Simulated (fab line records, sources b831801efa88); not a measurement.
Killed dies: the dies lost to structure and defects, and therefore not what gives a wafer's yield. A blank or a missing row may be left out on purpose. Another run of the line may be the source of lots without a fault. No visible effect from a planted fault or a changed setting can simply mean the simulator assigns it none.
fab line records    flow sfq_line
record lots=6  wafers=18  last_day=85
route steps=325 shown I0@51 M1@58
lots with no fault: from the same line, run without faults
start_h: start of the lot's first displayed wafer, in hours after the record's first day    wait_h: time in hours since the lot's previous step    " as in the row above    L1.1+2: several wafers, shown together as one row    - no value, or no start was given    * or withheld: withheld    < > ~ a bound
route shown NAME@n: names a module that has steps shown in the file, with the first one's number in the route    usual: average and standard deviation across the fault-free wafers    same: alike in all rows    chamber/n: place in a boat    sites: the reading at each site    _std_site: their standard deviation    _edge_site: mean of outer sites minus mean of inner sites    radius_mm: how far each site lies from the wafer's centre    mask NAME#n: copy n    behind: the tool/chamber that last shaped the wafer    hold: cause of the lot's hold/its duration in hours/its outcome    device: the n, p or np transistor that did not switch    end of line: the same wafers' tests at the end of the route    a step with no rows: only its recipe    killed: the dies lost at the first sort to structure and to defects; this is not the yield of the wafer    map: the dies of a wafer, with x for killed, . for not killed, _ for no die there
set.NAME: the setting the step ran with; set.NAME@STEP: the setting that earlier step ran with    model.NAME: the simulator's own value behind a step, which no gauge read
lots seen at some steps along the route; tables by step, rows by wafer
services: the hour from which a tool's chamber was out of use, counted from the record's first day as start_h (under 0 if before that day), plus the number of hours and why
## steps
# step SFQ_TRILAYER_I0_VIA_LITHO_PEB_034
# recipe peb_temp_c=115  peb_time_s=60  resist=KrF
# step SFQ_TRILAYER_I0_VIA_LITHO_DEVELOP_033
# recipe time_s=60  resist=KrF
# step SFQ_I0_OVL_MEAS_908
# usual I0_OVL=-4/5.1
lot.wafer  tool        chamber  start_h  wait_h  I0_OVL[nm]
L191.3     overlay-02  -        361.27   0.1     -7
L191.4     "           -        "        "       -13
L191.5     "           -        "        "       -13
L193.1     overlay-02  -        380.46   0.1     2
L193.2     "           -        "        "       -8
L193.4     "           -        "        "       -10
L203.2     overlay-01  -        510.50   0.1     3
L203.3     "           -        "        "       3
L203.5     "           -        "        "       -1
L204.3     overlay-01  -        511.71   0.1     -11
L204.4     "           -        "        "       -8
L204.5     "           -        "        "       -8
L213.1     overlay-01  -        522.50   0.1     -6
L213.2     "           -        "        "       -5
L213.3     "           -        "        "       -3
L214.2     overlay-01  -        523.70   0.1     4
L214.3     "           -        "        "       1
L214.4     "           -        "        "       2
# step SFQ_TRILAYER_I0_VIA_BARC_OPEN_VIA_ETCH_046
# recipe mask_material=PR  chemistry=O2  target_depth_nm=125  target=BARC  source_w=500  bias_w=80  pressure_mtorr=30  time_s=41.7
# usual chamber_pressure_mTorr=29.999/0.026  drypump_motor_current_A=5.7/0.44  oes_product_au=0.686/0.0043
lot.wafer  tool         chamber  start_h  wait_h  chamber_pressure_mTorr  drypump_motor_current_A  oes_product_au  rf_hours_counter_h
L191.3     rie_diel-04  0        361.30   0.0     29.987                  6.0                      0.680           5
L191.4     "            2        "        "       30.025                  5.0                      0.682           3
L191.5     "            1        "        "       30.014                  6.2                      0.689           -
L193.1     rie_diel-02  3        380.50   0.0     29.951                  5.9                      0.684           1
L193.2     "            1        "        "       29.976                  5.7                      0.682           38
L193.4     "            2        "        "       30.032                  5.6                      0.689           61
L203.2     rie_diel-01  0        510.53   0.0     29.965                  5.8                      0.682           75
L203.3     "            1        "        "       30.029                  5.1                      0.692           96
L203.5     "            3        "        "       29.967                  5.1                      0.683           -
L204.3     rie_diel-04  1        511.73   0.0     29.983                  6.2                      0.683           4
L204.4     "            0        "        "       30.001                  6.0                      0.687           7
L204.5     "            1        "        "       29.999                  6.2                      0.693           -
L213.1     rie_diel-01  2        522.53   0.0     29.979                  5.1                      0.689           56
L213.2     "            0        "        "       30.000                  5.8                      0.687           76
L213.3     "            3        "        "       29.995                  5.1                      0.686           56
L214.2     rie_diel-04  3        523.73   0.0     30.065                  6.3                      0.681           11
L214.3     "            1        "        "       29.994                  6.2                      0.686           4
L214.4     "            3        "        "       30.031                  6.3                      0.685           -
# step SFQ_TRILAYER_I0_VIA_ETCH_VIA_ETCH_034
# recipe target=SiO2  stop_on=Nb  mask_material=PR  taper_deg=20  chemistry=CHF3  target_depth_nm=260  source_w=500  bias_w=80  pressure_mtorr=30  time_s=withheld
# usual chamber_pressure_mTorr=30.001/0.026  drypump_motor_current_A=5.7/0.44  oes_product_au=0.859/0.0052
lot.wafer  tool         chamber  start_h  wait_h  chamber_pressure_mTorr  drypump_motor_current_A  oes_product_au
L191.3     rie_diel-04  0        361.34   0.0     29.992                  6.0                      0.861
L191.4     "            2        "        "       30.028                  5.0                      0.862
L191.5     "            1        "        "       29.954                  6.2                      0.857
L193.1     rie_diel-02  3        380.54   0.0     29.991                  5.9                      0.862
L193.2     "            1        "        "       30.006                  5.7                      0.856
L193.4     "            2        "        "       29.999                  5.6                      0.854
L203.2     rie_diel-01  0        510.57   0.0     30.022                  5.8                      0.854
L203.3     "            1        "        "       30.017                  5.1                      0.855
L203.5     "            3        "        "       30.027                  5.1                      0.858
L204.3     rie_diel-04  1        511.77   0.0     30.010                  6.2                      0.860
L204.4     "            0        "        "       29.973                  6.1                      0.861
L204.5     "            1        "        "       29.968                  6.2                      0.860
L213.1     rie_diel-01  2        522.57   0.0     30.018                  5.1                      0.863
L213.2     "            0        "        "       30.019                  5.7                      0.860
L213.3     "            3        "        "       30.001                  5.1                      0.863
L214.2     rie_diel-04  3        523.77   0.0     29.990                  6.3                      0.856
L214.3     "            1        "        "       29.980                  6.2                      0.861
L214.4     "            3        "        "       30.023                  6.3                      0.861
# step SFQ_TRILAYER_I0_VIA_STRIP_STRIP_035
# recipe gas=O2  power_w=200  platen_temp_c=40  overash_fraction=0.65  chemistry=O2  pressure_mtorr=50
# usual chamber_pressure_mTorr=50.00/0.046  drypump_motor_current_A=6.0/0.46  oes_product_au=0.995/0.0073
lot.wafer  tool          chamber  start_h  wait_h  chamber_pressure_mTorr  drypump_motor_current_A  oes_product_au  rf_hours_counter_h
L191.3     rie_metal-03  0        361.65   -       49.96                   5.2                      0.989           -
L191.4     "             1        "        "       50.00                   6.0                      0.986           -
L191.5     "             0        "        "       50.04                   5.1                      1.003           -
L193.1     rie_metal-01  0        380.65   -       49.93                   5.9                      0.988           4
L193.2     "             1        "        "       49.93                   6.2                      0.989           86
L193.4     "             1        "        "       49.96                   6.2                      1.001           -
L203.2     rie_metal-03  1        510.69   -       50.00                   6.0                      1.004           56
L203.3     "             1        "        "       49.99                   6.0                      1.001           -
L203.5     "             0        "        "       49.95                   5.1                      0.998           -
L204.3     rie_metal-01  1        512.09   -       50.04                   6.2                      0.995           -
L204.4     "             0        "        "       50.04                   5.9                      1.002           -
L204.5     "             0        "        "       49.98                   5.9                      0.994           -
L213.1     rie_metal-02  0        522.69   -       50.06                   6.7                      0.989           34
L213.2     "             1        "        "       49.96                   5.4                      1.008           24
L213.3     "             0        "        "       50.07                   6.7                      0.997           -
L214.2     rie_metal-01  1        523.89   -       49.97                   6.2                      1.002           110
L214.3     "             1        "        "       49.95                   6.2                      0.988           -
L214.4     "             0        "        "       49.95                   5.9                      0.987           -
# step SFQ_TRILAYER_I0_VIA_STRIP_SOLV_CLEAN_036
# recipe chemistry=NMP  temp_c=70  time_s=600
# step SFQ_TRILAYER_M1_DEP_PRE_CLEAN_038
# recipe gas=Ar  time_s=22.5  bias_v=250
# step SFQ_TRILAYER_M1_DEP_SPUTTER_037
# recipe material=Nb  base_pressure_pa=1.33e-06  chamber_pressure_pa=0.1333  substrate_temp_c=20  resputter_cathode_voltage_v=400  target_thk_nm=200  power_w=2000  time_s=133.3
# usual throttle_valve_pct=30.0/1.1
lot.wafer  tool            chamber  start_h  wait_h  throttle_valve_pct
L191.3     pvd_sputter-05  -        362.25   0.0     30.7
L191.4     "               -        "        "       30.5
L191.5     "               -        "        "       28.6
L193.1     pvd_sputter-05  -        381.45   0.0     30.8
L193.2     "               -        "        "       28.4
L193.4     "               -        "        "       30.7
L203.2     pvd_sputter-05  -        511.67   0.0     30.6
L203.3     "               -        "        "       30.7
L203.5     "               -        "        "       28.8
L204.3     pvd_sputter-03  -        512.69   0.0     29.7
L204.4     "               -        "        "       29.8
L204.5     "               -        "        "       29.7
L213.1     pvd_sputter-03  -        523.67   0.0     29.5
L213.2     "               -        "        "       29.7
L213.3     "               -        "        "       32.0
L214.2     pvd_sputter-06  -        524.69   0.0     31.1
L214.3     "               -        "        "       27.6
L214.4     "               -        "        "       27.7
# step SFQ_M1_RS_MEAS_909
# recipe thk_meas_gauge=four-point-probe  reads=Nb_of_TRILAYER_M1_DEP_SPUTTER_037
# usual M1_NB_RS=0.890/0.0098
lot.wafer  tool           chamber  start_h  wait_h  M1_NB_RS[ohm/sq]
L191.3     film_metro-04  -        362.38   0.1     0.887
L191.4     "              -        "        "       0.889
L191.5     "              -        "        "       0.887
L193.1     film_metro-03  -        381.54   0.0     0.889
L193.2     "              -        "        "       0.887
L193.4     "              -        "        "       0.896
L203.2     film_metro-03  -        511.78   0.1     0.880
L203.3     "              -        "        "       0.883
L203.5     "              -        "        "       0.875
L204.3     film_metro-02  -        512.82   0.1     0.881
L204.4     "              -        "        "       0.889
L204.5     "              -        "        "       0.889
L213.1     film_metro-02  -        523.76   0.0     0.893
L213.2     "              -        "        "       0.874
L213.3     "              -        "        "       0.892
L214.2     film_metro-04  -        524.80   0.1     0.902
L214.3     "              -        "        "       0.886
L214.4     "              -        "        "       0.882
# step SFQ_TRILAYER_M1_LITHO_COAT_044
# recipe resist=BARC  spin_rpm=3000  resist_thk_nm=62
# step SFQ_TRILAYER_M1_LITHO_COAT_039
# recipe resist=KrF  spin_rpm=3000  resist_thk_nm=600
lot.wafer  tool            chamber  start_h  wait_h  model.KrF_of_TRILAYER_M1_LITHO_COAT_039.thk_nm
L191.3     litho_track-01  0        362.92   0.2     598.7
L191.4     "               0        "        "       600
L191.5     "               0        "        "       601.2
L193.1+2   litho_track-03  0        382.02   0.2     600.5
L193.4     "               0        "        "       600.9
L203.2     litho_track-01  0        512.29   0.2     728
L203.3     "               0        "        "       726.3
L203.5     "               0        "        "       726.8
L204.3     litho_track-01  0        513.36   0.2     728.9
L204.4     "               0        "        "       729.8
L204.5     "               0        "        "       730.1
L213.1     litho_track-04  0        524.24   0.2     601
L213.2     "               0        "        "       601.8
L213.3     "               0        "        "       600.7
L214.2     litho_track-04  0        525.31   0.2     601.2
L214.3     "               0        "        "       599.9
L214.4     "               0        "        "       600.3
# step SFQ_TRILAYER_M1_LITHO_SOFTBAKE_043
# recipe temp_c=withheld  time_s=withheld  resist=KrF
# step SFQ_TRILAYER_M1_LITHO_EXPOSE_040
# recipe mask_id=M1  na=0.6  source_shape=conventional  sigma_outer=0.65  target_cd_nm=500  dose_mj=14.4
# step SFQ_TRILAYER_M1_LITHO_PEB_042
# recipe peb_temp_c=115  peb_time_s=60  resist=KrF
# step SFQ_TRILAYER_M1_LITHO_DEVELOP_041
# recipe time_s=60  resist=KrF
# step SFQ_M1_OVL_MEAS_911
# usual M1_OVL=-2/5.2
lot.wafer  tool        chamber  start_h  wait_h  M1_OVL[nm]
L191.3     overlay-02  -        508.11   0.1     4
L191.4     "           -        "        "       3
L191.5     "           -        "        "       4
L193.1     overlay-01  -        531.88   0.1     -3
L193.2     "           -        "        "       -5
L193.4     "           -        "        "       -7
L203.2     overlay-01  -        658.89   0.1     -5
L203.3     "           -        "        "       -6
L203.5     "           -        "        "       -5
L204.3     overlay-02  -        660.10   0.1     -12
L204.4     "           -        "        "       -5
L204.5     "           -        "        "       -3
L213.1     overlay-02  -        678.21   0.1     4
L213.2     "           -        "        "       -2
L213.3     "           -        "        "       -3
L214.2     overlay-02  -        680.62   0.1     5
L214.3     "           -        "        "       -2
L214.4     "           -        "        "       7
# step SFQ_TRILAYER_M1_BARC_OPEN_METAL_ETCH_054
# recipe mask_material=PR  chemistry=O2  target_depth_nm=125  target=BARC  icp_w=600  bias_w=80  pressure_mtorr=10  time_s=41.7
# usual chamber_pressure_mTorr=9.999/0.0093  drypump_motor_current_A=5.8/0.5  oes_product_au=0.684/0.0045
lot.wafer  tool          chamber  start_h  wait_h  chamber_pressure_mTorr  drypump_motor_current_A  oes_product_au  rf_hours_counter_h  model.M1.cd_nm
L191.3     rie_metal-03  1        508.15   0.0     10.022                  5.9                      0.683           -                   500.6
L191.4     "             0        "        "       9.998                   5.1                      0.687           -                   500.9
L191.5     "             0        "        "       10.005                  5.1                      0.685           -                   500.2
L193.1     rie_metal-04  0        531.91   0.0     9.981                   5.8                      0.680           7                   501.8
L193.2     "             1        "        "       9.995                   5.5                      0.684           150                 499.7
L193.4     "             0        "        "       9.986                   5.8                      0.680           -                   501.2
L203.2     rie_metal-02  0        658.92   0.0     9.994                   6.7                      0.687           52                  503.6
L203.3     "             0        "        "       9.989                   6.7                      0.680           -                   502.2
L203.5     "             1        "        "       10.003                  5.4                      0.682           -                   503.7
L204.3     rie_metal-03  0        660.14   0.0     9.985                   5.1                      0.681           -                   505.6
L204.4     "             1        "        "       9.994                   6.0                      0.691           -                   506.3
L204.5     "             1        "        "       10.001                  6.0                      0.681           -                   505.8
L213.1     rie_metal-02  1        678.25   0.0     10.005                  5.4                      0.685           46                  499.5
L213.2     "             0        "        "       9.996                   6.7                      0.682           55                  498.8
L213.3     "             0        "        "       10.009                  6.7                      0.676           -                   499.1
L214.2     rie_metal-02  1        680.65   0.0     10.010                  5.4                      0.683           47                  498.8
L214.3     "             1        "        "       9.975                   5.4                      0.685           -                   498.8
L214.4     "             0        "        "       10.009                  6.7                      0.686           -                   499.5
# step SFQ_TRILAYER_M1_ETCH_METAL_ETCH_042
# recipe target=Nb  stop_on=SiO2  mask_material=PR  chemistry=Cl2/Ar  target_depth_nm=240  icp_w=600  bias_w=80  pressure_mtorr=10  time_s=120
# usual chamber_pressure_mTorr=9.999/0.0099  drypump_motor_current_A=5.8/0.5  oes_product_au=0.894/0.0072
lot.wafer  tool          chamber  start_h  wait_h  chamber_pressure_mTorr  drypump_motor_current_A  oes_product_au  rf_hours_counter_h  model.KrF_of_TRILAYER_M1_LITHO_COAT_039.thk_nm  model.M1.cd_nm
L191.3     rie_metal-03  1        508.24   0.1     10.004                  6.0                      0.893           -                   380.5                                           502.3
L191.4     "             0        "        "       10.011                  5.1                      0.893           -                   379.2                                           503
L191.5     "             0        "        "       9.997                   5.2                      0.900           -                   380.6                                           502.2
L193.1     rie_metal-04  0        531.97   0.0     10.008                  5.8                      0.901           7                   384.9                                           500.5
L193.2     "             1        "        "       10.001                  5.5                      0.890           150                 379.6                                           501
L193.4     "             0        "        "       9.997                   5.8                      0.885           -                   383.4                                           500.8
L203.2     rie_metal-02  0        658.98   0.0     9.985                   6.7                      0.896           52                  512.7                                           502.9
L203.3     "             0        "        "       9.974                   6.6                      0.897           -                   512.2                                           501.3
L203.5     "             1        "        "       10.003                  5.4                      0.893           -                   507                                             504
L204.3     rie_metal-03  0        660.22   0.1     10.018                  5.1                      0.899           -                   512.4                                           505.8
L204.4     "             1        "        "       10.000                  6.0                      0.891           -                   509.1                                           507.7
L204.5     "             1        "        "       10.000                  6.0                      0.901           -                   509.1                                           506.6
L213.1     rie_metal-02  1        678.31   0.0     10.009                  5.4                      0.893           47                  382.1                                           500.1
L213.2     "             0        "        "       9.992                   6.7                      0.899           55                  387.5                                           497.3
L213.3     "             0        "        "       9.989                   6.7                      0.891           -                   385.4                                           498.6
L214.2     rie_metal-02  1        680.71   0.0     9.997                   5.4                      0.886           47                  382.2                                           500.6
L214.3     "             1        "        "       9.994                   5.4                      0.897           -                   380.9                                           500.8
L214.4     "             0        "        "       10.014                  6.7                      0.901           -                   385.1                                           499.1
# step SFQ_TRILAYER_M1_STRIP_STRIP_043
# recipe gas=O2  power_w=200  platen_temp_c=40  overash_fraction=0.7081  chemistry=O2  pressure_mtorr=50
# usual chamber_pressure_mTorr=50.00/0.042  drypump_motor_current_A=5.8/0.49  oes_product_au=0.998/0.0073
lot.wafer  tool          chamber  start_h  wait_h  chamber_pressure_mTorr  drypump_motor_current_A  oes_product_au  rf_hours_counter_h
L191.3     rie_metal-03  1        508.52   0.2     49.98                   6.0                      0.997           -
L191.4     "             0        "        "       50.07                   5.1                      1.004           -
L191.5     "             0        "        "       49.96                   5.1                      1.006           -
L193.1     rie_metal-04  0        532.10   0.1     50.00                   5.8                      0.999           7
L193.2     "             1        "        "       50.05                   5.5                      0.996           151
L193.4     "             0        "        "       49.99                   5.8                      0.993           -
L203.2     rie_metal-02  0        659.11   0.1     50.02                   6.7                      0.987           52
L203.3     "             0        "        "       49.95                   6.7                      0.991           -
L203.5     "             1        "        "       50.00                   5.4                      0.999           -
L204.3     rie_metal-03  0        660.51   0.2     50.06                   5.1                      0.995           -
L204.4     "             1        "        "       49.93                   6.0                      1.012           -
L204.5     "             1        "        "       49.98                   5.9                      1.009           -
L213.1     rie_metal-02  1        678.43   0.1     49.99                   5.4                      1.004           47
L213.2     "             0        "        "       50.04                   6.7                      0.989           55
L213.3     "             0        "        "       50.04                   6.6                      0.999           -
L214.2     rie_metal-02  1        680.83   0.1     49.98                   5.4                      0.999           47
L214.3     "             1        "        "       50.01                   5.4                      0.995           -
L214.4     "             0        "        "       49.96                   6.6                      0.987           -
## services
tool            chamber  start_h  hours  kind
rie_metal-03    0        351.57   8.4    repair
rie_metal-04    -        404.26   1.4    pm
pvd_sputter-05  -        415.16   3.7    repair
rie_diel-01     0        434.55   2.8    repair
rie_diel-01     -        449.49   2.8    pm
pvd_sputter-05  -        462.43   3.4    repair
rie_diel-04     0        473.22   7.6    repair
rie_metal-03    -        489.50   0.7    repair
pvd_sputter-05  -        491.15   9.3    repair
rie_metal-03    -        515.26   28.1   pm
rie_diel-04     0        520.80   132.0  repair
rie_metal-03    -        544.19   14.6   pm
rie_diel-01     3        545.50   5.8    repair
rie_diel-01     1        551.64   11.9   repair
pvd_sputter-05  -        568.54   0.5    repair
rie_diel-01     1        579.77   24.6   repair
rie_diel-04     2        591.55   6.0    repair
pvd_sputter-05  -        597.66   110.0  repair
rie_diel-01     -        609.97   0.3    repair
rie_metal-02    0        620.53   4.3    repair
rie_diel-04     2        625.14   29.9   repair
rie_diel-04     1        628.51   2.9    repair
rie_metal-01    1        628.51   5.8    repair
rie_diel-04     3        654.26   6.9    repair
## key
first_sign none at tools or gauges
model_effect step=SFQ_TRILAYER_M1_LITHO_COAT_039  value=KrF_of_TRILAYER_M1_LITHO_COAT_039.thk_nm  without=600.8  struck=728.3
model_effect step=SFQ_TRILAYER_M1_BARC_OPEN_METAL_ETCH_054  value=M1.cd_nm  without=500  struck=504.5
model_effect step=SFQ_TRILAYER_M1_ETCH_METAL_ETCH_042  value=KrF_of_TRILAYER_M1_LITHO_COAT_039.thk_nm  without=382.8  struck=510.4
met_at SFQ_TRILAYER_M1_LITHO_COAT_039
struck_wafers L203.2,L203.3,L203.5,L204.3,L204.4,L204.5
onset_between 362.92 512.29
fault kind=process_parameter_drift  tool=litho_track-01  chamber=-  onset_h=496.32  steps=SFQ_TRILAYER_M1_LITHO_COAT_039  channel=resist_thk_nm  offset=127.39  shape=step  end_h=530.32  acts_in=these_recipes_only  stated=600
